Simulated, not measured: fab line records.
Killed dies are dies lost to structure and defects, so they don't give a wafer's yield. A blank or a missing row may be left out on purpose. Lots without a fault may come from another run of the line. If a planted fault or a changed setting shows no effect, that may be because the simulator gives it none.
A lot that was struck, set against a sound lot ; flow sfq_line ; 19 out of 325 route steps
Sound: wafers L691.3, L691.4, L691.6. Wafers L699.4, L699.5, L699.6 were the ones struck. The cause is given at the end.
Each step with rows lists, per side, the tool, then ch with its chambers, then its first start. Under that, the readings that differ: sound wafers ; struck wafers ; difference of the means ; sigmas: that difference in standard deviations of wafers without a fault.
alike: readings whose means differ by less than 2 such deviations, and words and numbers that are the same on both sides. not compared: withheld readings, readings that some wafer has no value for, bounds like >300 that may hide the same value, and numbers for which the record gives no deviation and whose values overlap.
The two part at a step that has a row with sigmas, a row that says differs or no value, or rows on one side only. Non-overlapping numbers with no deviation appear without sigmas and do not part them. Lack of a reading on every wafer of one side parts them only where that side has two or more wafers.

SFQ_M7_OVL_MEAS_945:
  sound: overlay-01 at day 82 13:32; struck: overlay-01 at day 84 05:53
  alike: M7_OVL
SFQ_TRILAYER_M7_BARC_OPEN_METAL_ETCH_229: etches BARC in O2, target depth 125 nm, time 41.7 s.
  sound on rie_metal-01 ch 0,1, day 82 13:35; struck on rie_metal-02 ch 0,1, day 84 05:55
  alike: drypump_motor_current_A, oes_product_au
  not compared: rf_hours_counter_h
SFQ_TRILAYER_M7_ETCH_METAL_ETCH_180: etches Nb in Cl2/Ar, stops on SiO2, target depth 240 nm, time 120 s.
  sound on rie_metal-01 ch 0,1, day 82 13:40; struck on rie_metal-02 ch 0,1, day 84 06:00
  alike: drypump_motor_current_A, oes_product_au
  not compared: rf_hours_counter_h
SFQ_TRILAYER_M7_STRIP_STRIP_181: strips in O2.
  sound on rie_metal-01 ch 0,1, day 82 13:56; struck on rie_metal-02 ch 0,1, day 84 06:17
  alike: drypump_motor_current_A, oes_product_au
  not compared: rf_hours_counter_h
then, 2 steps without rows for these wafers: SFQ_TRILAYER_M7_STRIP_SOLV_CLEAN_182 (cleans in NMP, time 600 s); SFQ_TRILAYER_I7_DEP_PECVD_183 (deposits SiO2 from SiH4/N2O, time 111.11 s, target thk 500 nm).
SFQ_TRILAYER_I7_CMP_CMP_184: polishes SiO2.
  sound on cmp-01 ch 0,1,3, day 82 15:41; struck on cmp-02 ch 1,2, day 84 07:27
  alike: motor_current_A, time_to_endpoint_s
SFQ_I7_BOW_MEAS_946:
  sound: film_metro-04 at day 82 18:14; struck: film_metro-01 at day 84 10:01
  alike: I7_BOW
SFQ_TRILAYER_I7_METRO_MEASURE_185:
  sound: film_metro-04 at day 82 18:43; struck: film_metro-01 at day 84 10:40
  alike: thk_nm
then, 3 steps without rows for these wafers: SFQ_TRILAYER_I7_VIA_LITHO_COAT_192 (resist thk 62 nm); SFQ_TRILAYER_I7_VIA_LITHO_COAT_187 (resist thk 650 nm); SFQ_TRILAYER_I7_VIA_LITHO_SOFTBAKE_191.
-- the record jumps here: 4 days lie between the struck wafers' starts before and after --
SFQ_TRILAYER_I7_VIA_LITHO_EXPOSE_188: exposes mask I7, target cd 1000 nm.
  sound on krf_scanner-02 ch 0, day 86 19:17; struck on krf_scanner-02 ch 0, day 88 13:32
reading;sound;struck;difference;sigmas
exposure_dose_mJ_cm2;21.303 21.315 21.286;15.560 15.520 15.533;-5.764;-99 or more
  alike: mask, focus_offset_nm
then, 2 steps without rows for these wafers: SFQ_TRILAYER_I7_VIA_LITHO_PEB_190 (peb time 60 s); SFQ_TRILAYER_I7_VIA_LITHO_DEVELOP_189 (time 60 s).
SFQ_I7_OVL_MEAS_947:
  sound: overlay-01 at day 86 20:24; struck: overlay-01 at day 88 14:27
  alike: I7_OVL
SFQ_TRILAYER_I7_VIA_BARC_OPEN_VIA_ETCH_260: etches BARC in O2, target depth 125 nm, time 41.7 s.
  sound on rie_diel-01 ch 0,2, day 86 20:25; struck on rie_diel-01 ch 2,3, day 88 14:28
reading;sound;struck;difference;sigmas
model.I7.cd_nm (nm);999.6 999.5 999.5;948.3 949.5 948.8;-50.7;
  alike: drypump_motor_current_A, oes_product_au
  not compared: rf_hours_counter_h
SFQ_TRILAYER_I7_VIA_ETCH_VIA_ETCH_190: etches SiO2 in CHF3, stops on Nb, target depth 260 nm.
  sound on rie_diel-01 ch 0,2, day 86 20:28; struck on rie_diel-01 ch 2,3, day 88 14:31
reading;sound;struck;difference;sigmas
model.I7.cd_nm (nm);1001 1001 999.4;949.1 948.7 948.8;-51.6;
  alike: drypump_motor_current_A, oes_product_au
then, 1 step without rows for these wafers: SFQ_TRILAYER_I7_VIA_STRIP_STRIP_191 (strips in O2).

## WHERE THEY PART
SFQ_TRILAYER_I7_VIA_LITHO_EXPOSE_188 only, going by this record. Later steps at which nothing parts them and some readings are alike: SFQ_I7_OVL_MEAS_947, SFQ_TRILAYER_I7_VIA_BARC_OPEN_VIA_ETCH_260, SFQ_TRILAYER_I7_VIA_ETCH_VIA_ETCH_190.

WHY: what had been put in by the simulator
Process parameters drifting: krf_scanner-02 at SFQ_TRILAYER_I7_VIA_LITHO_EXPOSE_188, beginning at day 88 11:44. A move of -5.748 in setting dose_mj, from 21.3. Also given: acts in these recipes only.
